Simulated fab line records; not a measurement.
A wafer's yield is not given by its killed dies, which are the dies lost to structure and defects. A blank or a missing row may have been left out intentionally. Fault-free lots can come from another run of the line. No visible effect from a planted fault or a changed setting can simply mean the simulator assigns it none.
8D (eight disciplines) problem report, filled in by code | flow sky130 | the parts of the form that need people (team, actions taken, sign-off) are left out

== 1. WHAT IS WRONG ==
LI_CONTACT_HDPCVD_THK at SKY_LI_CONTACT_THK_MEAS_01 reads a mean of 1056 nm on 1 wafer of 1 lot; wafers without a fault read 932 nm with a standard deviation of 9.6. That is +13 standard deviations from the usual mean.
Seen first at day 34 19:02 on filmMetro-01, wafer L686.3. Wafers with a number at this step in the record: 35, from 12 lots. The rule behind "out" and "out of limits": a value lying over 4 standard deviations away from the usual mean. Any other wafer with a number is counted as sound.

== 2. WHAT IT IS; WHAT IT IS NOT ==
question                    | is                    | is not
which readings at this step | LI_CONTACT_HDPCVD_THK | -
which lots                  | L686                  | L666, L668, L669, L670, L672, L673, L674, L676, L678, L688, L689
which wafers of those lots  | L686.3                | L686.6
read on which gauges        | filmMetro-01          | filmMetro-02, filmMetro-03
when                        | from day 34 19:02     | up to then (28 sound wafers); but 6 sound wafers of L688, L689 came after

== 3. SUSPECTS, AND WHAT RULES EACH OUT ==
Counting: any tool at a process step up to the reading remains a suspect provided it ran every lot that is out. Sound lots after the first of them don't rule it out here, since some wafers of a struck lot are sound.
- the gauge at SKY_LI_CONTACT_THK_MEAS_01 is ruled out. All the wafers that are out were read on filmMetro-01, but those of them that SKY_LI_CONTACT_HDPCVD_00 has rows for are out there too, on other tools.
- plasmaAsher-01 at SKY_DNWELL_STRIP_08 (strips in O2/N2): kept. It ran the lot that is out, L686 (day 7 17:14); its last sound lot up to then is L678 (day 5 23:01).
- hdpcvd-02 at SKY_LI_CONTACT_HDPCVD_00 (deposits PSG, target thk 930 nm, time 155 s): kept. It ran the lot that is out, L686 (day 34 18:55); its last sound lot up to then is L678 (day 32 07:31). Its own runLengthS readings are out on those wafers.
- The sound lot-mates ran in chamber 2 of hdpcvd-02 at SKY_LI_CONTACT_HDPCVD_00, but the wafers that are out ran in chamber 1.
The count leaves hdpcvd-02 at SKY_LI_CONTACT_HDPCVD_00 and plasmaAsher-01 at SKY_DNWELL_STRIP_08.

== 4. THE CAUSE (what the simulator had put in) ==
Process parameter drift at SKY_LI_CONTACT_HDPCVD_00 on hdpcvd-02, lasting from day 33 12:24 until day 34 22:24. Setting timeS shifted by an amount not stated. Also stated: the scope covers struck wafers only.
Of the 2 suspects that counting leaves, this tool is one.

== 5. SEQUENCE OF EFFECTS, ordered by route ==
Rows list readings where the struck wafers' mean (over those with a number) sits beyond 3 standard deviations from the usual. Readings are gone through only where the record gives a usual standard deviation; hours: the median, over the lots, of the time from a lot's start at the first step in this table giving one to that lot's start at this step; sigmas: the change measured in usual standard deviations.
hours | step                       | reading               | usual   | on struck wafers | change | sigmas
0     | SKY_LI_CONTACT_HDPCVD_00   | runLengthS            | 182.7 s | 205.7            | +23.0  | +53
0     | SKY_LI_CONTACT_THK_MEAS_01 | LI_CONTACT_HDPCVD_THK | 932 nm  | 1056             | +124   | +13
0     | SKY_LI_CONTACT_CMP_02      | timeToEndpointS       | 32.8 s  | 46.0             | +13.2  | +5.5
Here are the process steps it includes:
- SKY_LI_CONTACT_HDPCVD_00: deposits PSG, target thk 930 nm, time 155 s.
- SKY_LI_CONTACT_CMP_02: polishes PSG.

== 6. WHAT WOULD HAVE CAUGHT IT SOONER ==
Counted from the fault's start at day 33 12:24, it took 31 hours until the first out-of-limits reading at a measuring or inspecting step in this record, taken at day 34 19:02.
The tool's own readings at SKY_LI_CONTACT_HDPCVD_00 were out on every struck wafer that the step has a row for (runLengthS): an alarm limit on them would have fired on the first of those.
By day 34 19:02, every lot that is out (1) had started SKY_LI_CONTACT_HDPCVD_00 on hdpcvd-02. Had the tool been put on hold then, not one of them would have been saved.
